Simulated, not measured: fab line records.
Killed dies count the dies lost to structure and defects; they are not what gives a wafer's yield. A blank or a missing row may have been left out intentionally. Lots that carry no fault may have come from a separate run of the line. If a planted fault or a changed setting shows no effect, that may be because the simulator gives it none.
fab line records | flow sky130
record lots=6 wafers=18 last-day=50
route steps=708 shown POLY_GATE@234 LDD_N@237 PAD_OPEN@708
lots with no fault: from the same line, run without faults
start-h: hours from the record's first day to the start of the lot's first wafer shown | wait-h: hours since the lot's step before | " the same as in the row above | L1.1+2: a row that stands for several wafers | - no value, or no start given | * or withheld: withheld | < > ~ a bound
route shown NAME@n: NAME is a module with steps in the file, n the number in the route of the first one | usual: mean/standard deviation of fault-free wafers | same: alike in all rows | chamber/n: place in a boat | sites: readings site by site | _std_site: standard deviation across them | _edge_site: mean of outer sites minus mean of inner sites | radius-mm: how far each site lies from the wafer's centre | mask NAME#n: copy n | behind: the most recent tool/chamber to have shaped the wafer | hold: what put the lot on hold/how long, in hours/how the hold closed | device: the n, p or np transistor that did not switch | end of line: the route-end tests of the same wafers | where a step has no rows: the recipe by itself | killed: dies lost to structure and defects at the first sort, not the wafer's yield | map: a wafer's dies, marking killed ones x, the rest . and places with no die _
set.NAME: the setting the step ran with; set.NAME@STEP: the setting that earlier step ran with | model.NAME: the simulator's own value behind a step, which no gauge read
lots seen at some steps along the route; tables by step, rows by wafer
services: when a tool's chamber went out of use (start-h, in hours from the record's first day, below 0 if earlier), for how many hours, and the reason
## steps
# step SKY_POLY_GATE_OXIDATION_20
# recipe temp-c=850 ambient=O2 stabilise-s=600 purge-s=300 target-thk-a=40 ox-time-s=899
# step SKY_POLY_GATE_THK_MEAS_21
# recipe reads=SiO2_of_POLY_GATE_OXIDATION_20
# usual POLY_GATE_OXIDATION_THK=4.02/0.078
# columns lot.wafer tool chamber start-h wait-h POLY_GATE_OXIDATION_THK[nm]
L164.3 film-metro-03 - 369.61 0.0 4.06
L164.4 " - " " 4.00
L164.5 " - " " 4.00
L169.3 film-metro-03 - 424.96 0.0 4.05
L169.5 " - " " 3.94
L169.6 " - " " 3.90
L176.2 film-metro-03 - 479.59 0.0 4.16
L176.4 " - " " 4.12
L176.5 " - " " 4.08
L177.2 film-metro-03 - 483.72 0.0 4.01
L177.4 " - " " 3.98
L177.6 " - " " 3.95
L180.4 film-metro-03 - 528.76 0.0 4.09
L180.5 " - " " 4.11
L180.6 " - " " 4.04
L187.1 film-metro-01 - 571.59 0.0 4.05
L187.4 " - " " 4.12
L187.5 " - " " 4.03
# step SKY_POLY_GATE_CD_MEAS_22
# usual cd-nm=150.0/1.9
# columns lot.wafer tool chamber start-h wait-h cd-nm
L164.3 cd-sem-01 - 369.71 0.1 147.7
L164.4 " - " " 149.9
L164.5 " - " " 147.1
L169.3 cd-sem-02 - 425.06 0.1 153.3
L169.5 " - " " 151.9
L169.6 " - " " 149.7
L176.2 cd-sem-02 - 479.67 0.1 148.2
L176.4 " - " " 146.5
L176.5 " - " " 147.6
L177.2 cd-sem-02 - 483.80 0.1 153.2
L177.4 " - " " 153.0
L177.6 " - " " 152.4
L180.4 cd-sem-01 - 528.87 0.1 147.8
L180.5 " - " " 149.2
L180.6 " - " " 149.5
L187.1 cd-sem-02 - 571.65 0.1 151.2
L187.4 " - " " 151.6
L187.5 " - " " 152.3
# step SKY_LDD_N_DEHYDRATE_00
# recipe temp-c=200 time-s=60
# step SKY_LDD_N_HMDS_01
# recipe prime-time-s=60 prime-temp-c=120
# step SKY_LDD_N_COAT_02
# recipe resist=NOVOLAK spin-rpm=3000 resist-thk-nm=300
# step SKY_LDD_N_SOFTBAKE_03
# recipe temp-c=90 time-s=60 resist=NOVOLAK
# step SKY_LDD_N_EXPOSE_04
# recipe mask-id=NTM target-cd-nm=840 na=0.6 source-shape=conventional sigma-outer=0.6 dose-mj=110
# step SKY_LDD_N_PEB_05
# recipe temp-c=withheld time-s=* resist=NOVOLAK
# step SKY_LDD_N_DEVELOP_06
# recipe develop-time-s=60 dev-temp-c=23
# step SKY_LDD_N_OVL_MEAS_07
# usual LDD_N_OVL=-0.6/1.5
# columns lot.wafer tool chamber start-h wait-h LDD_N_OVL[nm]
L164.3 overlay-02 - 399.27 0.1 0.5
L164.4 " - " " 0.2
L164.5 " - " " 0.2
L169.3 overlay-02 - 455.62 0.1 -1.1
L169.5 " - " " -1.4
L169.6 " - " " -2.5
L176.2 overlay-02 - 510.22 0.1 -1.7
L176.4 " - " " -3.7
L176.5 " - " " -2.1
L177.2 overlay-01 - 513.64 0.1 -2.3
L177.4 " - " " -0.1
L177.6 " - " " -2.7
L180.4 overlay-01 - 557.87 0.1 -1.1
L180.5 " - " " -0.9
L180.6 " - " " -2.7
L187.1 overlay-01 - 601.10 0.1 -0.8
L187.4 " - " " -0.7
L187.5 " - " " -1.5
# step SKY_LDD_N_IMPLANT_08
# recipe species=As energy-kev=20 dose-cm2=7.5e+13 tilt-deg=withheld rotation-deg=23
# step SKY_LDD_N_IMPLANT_09
# recipe species=As energy-kev=20 dose-cm2=7.5e+13 tilt-deg=withheld rotation-deg=113
# usual beam-energy-keV=19.999/0.0054 beam-on-s=9.99/0.18 faraday-current-uA=423/7.8
# same implant-ion-amu=75
# columns lot.wafer tool chamber start-h wait-h beam-energy-keV beam-on-s faraday-current-uA model.implant.rp-nm model.implant.drp-nm
L164.3 implanter-02 0 399.49 0.1 20.007 9.83 432 16.04 7.212
L164.4 " 0 " " 19.994 9.91 426 16.04 7.212
L164.5 " 0 " " 19.997 9.69 438 16.04 7.212
L169.3 implanter-04 0 455.84 0.1 19.992 10.06 421 15.83 7.212
L169.5 " 0 " " 19.999 9.79 431 15.83 7.212
L169.6 " 0 " " 19.997 10.03 419 15.83 7.212
L176.2 implanter-04 0 510.42 0.1 16.821 10.66 397 13.59 6.409
L176.4 " 0 " " 16.821 10.52 402 13.59 6.409
L176.5 " 0 " " 16.829 10.62 397 13.59 6.409
L177.2 implanter-04 0 513.85 0.1 16.818 10.44 406 14.18 6.409
L177.4 " 0 " " 16.818 10.55 401 14.18 6.409
L177.6 " 0 " " 16.821 10.59 399 14.18 6.409
L180.4 implanter-02 0 558.11 0.1 20.003 9.95 427 15.89 7.212
L180.5 " 0 " " 19.997 9.88 428 15.89 7.212
L180.6 " 0 " " 19.995 9.85 428 15.89 7.212
L187.1 implanter-02 0 601.29 0.1 19.997 9.67 438 15.84 7.212
L187.4 " 0 " " 19.997 10.06 419 15.84 7.212
L187.5 " 0 " " 19.991 9.88 427 15.84 7.212
# step SKY_LDD_N_IMPLANT_10
# recipe species=As energy-kev=20 dose-cm2=7.5e+13 tilt-deg=withheld rotation-deg=203
# step SKY_PAD_OPEN_PROBE_99
# usual killed_at_M0_to_M3=45/7.3 killed_at_M4_up=3.2/1.8 killed-at-contacts=25/5.5 killed-at-front-end=15/4.2 killed-at-other=0.3/0.69 killed-dies=89/9.4 killed-open=49/6.6 killed-short=40/6.4
# same gross-dies=492 killed-at-back-side=0
# columns lot.wafer tool chamber start-h wait-h killed_at_M0_to_M3 killed_at_M4_up killed-at-contacts killed-at-front-end killed-at-other killed-dies killed-open killed-short model.etest.tip-n.rs-ohm-sq
L164.3 prober-01 - 1076.12 0.2 45 1 21 19 0 86 47 38 442.5
L164.4 prober-01 - 1076.17 0.2 47 8 12 8 0 75 42 32 441.4
L164.5 prober-01 - 1076.22 0.2 49 6 18 10 0 83 41 40 442.5
L169.3 prober-02 - 1109.02 0.2 51 4 21 16 0 92 57 35 446.9
L169.5 prober-02 - 1109.12 0.2 40 2 28 20 0 90 51 38 437.2
L169.6 prober-02 - 1109.17 0.2 37 1 22 15 0 75 39 36 442.3
L176.2 prober-02 - 1145.56 0.1 46 0 30 17 0 93 58 33 459.2
L176.4 prober-02 - 1145.66 0.2 45 1 22 14 2 84 42 40 460.7
L176.5 prober-02 - 1145.71 0.2 58 4 29 9 0 100 55 45 458.4
L177.2 prober-01 - 1145.89 0.1 44 1 19 10 0 74 38 35 453.5
L177.4 prober-01 - 1145.99 0.2 53 6 23 9 0 91 50 41 450
L177.6 prober-01 - 1146.09 0.2 55 3 22 15 1 96 49 44 453.7
L180.4 prober-02 - 1173.63 0.2 37 2 26 12 0 77 46 31 445.6
L180.5 prober-02 - 1173.68 0.2 51 1 29 20 0 101 58 42 440.8
L180.6 prober-02 - 1173.73 0.2 52 2 15 16 0 85 46 39 446.7
L187.1 prober-01 - 1198.51 0.1 42 1 25 25 0 93 57 36 439.3
L187.4 prober-01 - 1198.66 0.2 47 5 18 27 0 97 60 37 439.4
L187.5 prober-01 - 1198.71 0.2 43 7 18 14 0 82 40 42 440.1
# killed by level:class
L164.3 METAL2:geometric-particle:short=10 VIA1:geometric-particle:open=10 VIA2:geometric-particle:open=9 LI_CONTACT:geometric-particle:open=8 VIA3:geometric-particle:open=6 POLY_GATE:geometric-particle:short=5 LOCAL_INTERCONNECT:geometric-particle:short=4 CONTACT:geometric-particle:open=4
L164.4 VIA1:geometric-particle:open=13 METAL2:geometric-particle:short=9 CONTACT:geometric-particle:open=7 VIA2:geometric-particle:open=6 VIA3:geometric-particle:open=6 METAL4:geometric-particle:short=6 METAL1:geometric-particle:short=3 VIA3:geometric-particle:short=3
L164.5 CONTACT:geometric-particle:open=11 VIA1:geometric-particle:open=11 METAL1:geometric-particle:short=7 VIA1:geometric-particle:short=7 METAL3:geometric-particle:short=5 VIA3:geometric-particle:open=5 METAL2:geometric-particle:short=4 VIA2:geometric-particle:open=4
L169.3 VIA1:geometric-particle:open=14 VIA3:geometric-particle:open=14 CONTACT:geometric-particle:open=10 VIA1:geometric-particle:short=6 FIELD_ISO:geometric-particle:open=5 POLY_GATE:geometric-particle:open=4 LOCAL_INTERCONNECT:geometric-particle:short=4 CONTACT:geometric-particle:short=4
L169.5 CONTACT:geometric-particle:open=13 VIA3:geometric-particle:open=13 POLY_GATE:geometric-particle:short=7 LI_CONTACT:geometric-particle:open=7 VIA1:geometric-particle:open=6 METAL2:geometric-particle:short=6 FIELD_ISO:geometric-particle:open=4 FIELD_ISO:geometric-particle:short=3
L169.6 CONTACT:geometric-particle:open=10 METAL2:geometric-particle:short=10 VIA1:geometric-particle:open=7 CONTACT:geometric-particle:short=5 VIA1:geometric-particle:short=5 POLY_CUT:geometric-particle:open=4 VIA3:geometric-particle:open=4 FIELD_ISO:geometric-particle:short=3
L176.2 VIA1:geometric-particle:open=13 CONTACT:geometric-particle:open=12 LI_CONTACT:geometric-particle:open=9 VIA2:geometric-particle:open=8 LOCAL_INTERCONNECT:geometric-particle:short=5 VIA1:geometric-particle:short=5 VIA3:geometric-particle:open=5 FIELD_ISO:geometric-particle:open=4
L176.4 CONTACT:geometric-particle:open=8 VIA1:geometric-particle:open=8 VIA3:geometric-particle:open=8 METAL1:geometric-particle:short=6 CONTACT:geometric-particle:short=5 VIA1:geometric-particle:short=5 FIELD_ISO:geometric-particle:short=4 LI_CONTACT:geometric-particle:open=4
L176.5 VIA1:geometric-particle:open=12 CONTACT:geometric-particle:open=12 VIA3:geometric-particle:open=12 CONTACT:geometric-particle:short=9 METAL1:geometric-particle:short=9 LOCAL_INTERCONNECT:geometric-particle:short=6 VIA2:geometric-particle:open=6 METAL2:geometric-particle:short=5
L177.2 VIA2:geometric-particle:open=8 LI_CONTACT:geometric-particle:short=6 LI_CONTACT:geometric-particle:open=6 VIA1:geometric-particle:open=6 VIA3:geometric-particle:open=6 METAL2:geometric-particle:short=5 CONTACT:geometric-particle:open=5 VIA1:geometric-particle:short=4
L177.4 VIA1:geometric-particle:open=16 CONTACT:geometric-particle:open=12 VIA3:geometric-particle:open=8 METAL1:geometric-particle:short=6 VIA1:geometric-particle:short=6 CONTACT:geometric-particle:short=5 METAL3:geometric-particle:short=4 VIA2:geometric-particle:open=4
L177.6 METAL1:geometric-particle:short=11 VIA2:geometric-particle:open=10 LI_CONTACT:geometric-particle:open=9 VIA1:geometric-particle:open=9 CONTACT:geometric-particle:open=8 METAL2:geometric-particle:short=7 VIA2:geometric-particle:short=5 FIELD_ISO:geometric-particle:open=4
L180.4 CONTACT:geometric-particle:open=13 VIA1:geometric-particle:short=8 VIA1:geometric-particle:open=8 LI_CONTACT:geometric-particle:short=5 METAL1:geometric-particle:open=5 POLY_GATE:geometric-particle:open=4 VIA3:geometric-particle:open=4 FIELD_ISO:geometric-particle:short=3
L180.5 VIA1:geometric-particle:open=11 LI_CONTACT:geometric-particle:open=10 VIA1:geometric-particle:short=8 VIA2:geometric-particle:open=8 FIELD_ISO:geometric-particle:open=7 CONTACT:geometric-particle:open=7 METAL2:geometric-particle:short=7 VIA3:geometric-particle:open=6
L180.6 VIA1:geometric-particle:open=12 VIA2:geometric-particle:open=10 METAL2:geometric-particle:short=7 CONTACT:geometric-particle:short=5 VIA3:geometric-particle:open=5 VIA1:geometric-particle:short=5 FIELD_ISO:geometric-particle:open=4 POLY_GATE:geometric-particle:short=4
L187.1 VIA1:geometric-particle:open=12 LI_CONTACT:geometric-particle:open=9 VIA2:geometric-particle:open=7 POLY_GATE:geometric-particle:open=6 METAL2:geometric-particle:short=6 POLY_GATE:geometric-particle:short=5 CONTACT:geometric-particle:open=5 VIA3:geometric-particle:open=5
L187.4 VIA1:geometric-particle:open=15 CONTACT:geometric-particle:open=10 VIA3:geometric-particle:open=7 FIELD_ISO:geometric-particle:short=6 POLY_GATE:geometric-particle:open=6 METAL2:geometric-particle:short=6 FIELD_ISO:geometric-particle:open=5 POLY_GATE:geometric-particle:short=5
L187.5 METAL1:geometric-particle:short=8 CONTACT:geometric-particle:open=7 VIA1:geometric-particle:open=7 VIA1:geometric-particle:short=5 VIA2:geometric-particle:open=5 METAL4:geometric-particle:short=5 FIELD_ISO:geometric-particle:short=4 POLY_GATE:geometric-particle:short=4
## services
# columns tool chamber start-h hours kind
implanter-04 - 375.52 5.4 pm
implanter-02 - 381.85 7.1 pm
implanter-02 - 419.53 5.2 pm
implanter-02 - 456.59 2.5 repair
implanter-04 - 467.60 0.8 repair
implanter-04 - 499.43 4.0 repair
implanter-04 - 524.03 3.9 repair
implanter-04 - 546.17 18.9 repair
## key
first-sign step=SKY_LDD_N_IMPLANT_09 reading=beam-energy-keV direction=down sigmas=99+ usual=* struck=*
effect step=SKY_LDD_N_IMPLANT_09 reading=beam-on-s direction=up sigmas=3.1 usual=9.99 struck=10.56
model-effect step=SKY_LDD_N_IMPLANT_09 value=implant.rp-nm without=15.72 struck=13.89
model-effect step=SKY_PAD_OPEN_PROBE_99 value=etest.tip-n.rs-ohm-sq without=446.3 struck=455.9
met-at SKY_LDD_N_IMPLANT_09
struck-wafers L176.2,L176.4,L176.5,L177.2,L177.4,L177.6
tester-left-out L176,L177
onset-between 455.84 510.42
fault kind=process-parameter-drift tool=implanter-04 chamber=- onset-h=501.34 steps=SKY_LDD_N_IMPLANT_09 channel=energy-kev offset=* shape=step end-h=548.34 acts-in=* stated=*
# tester-left-out: of these lots the tester's yield and bins aren't shown, on N5 and GAA mostly nor the transistor test; their killed dies are dies lost to structure and defects alone, not to doping, threshold or leakage, so they don't give the yield
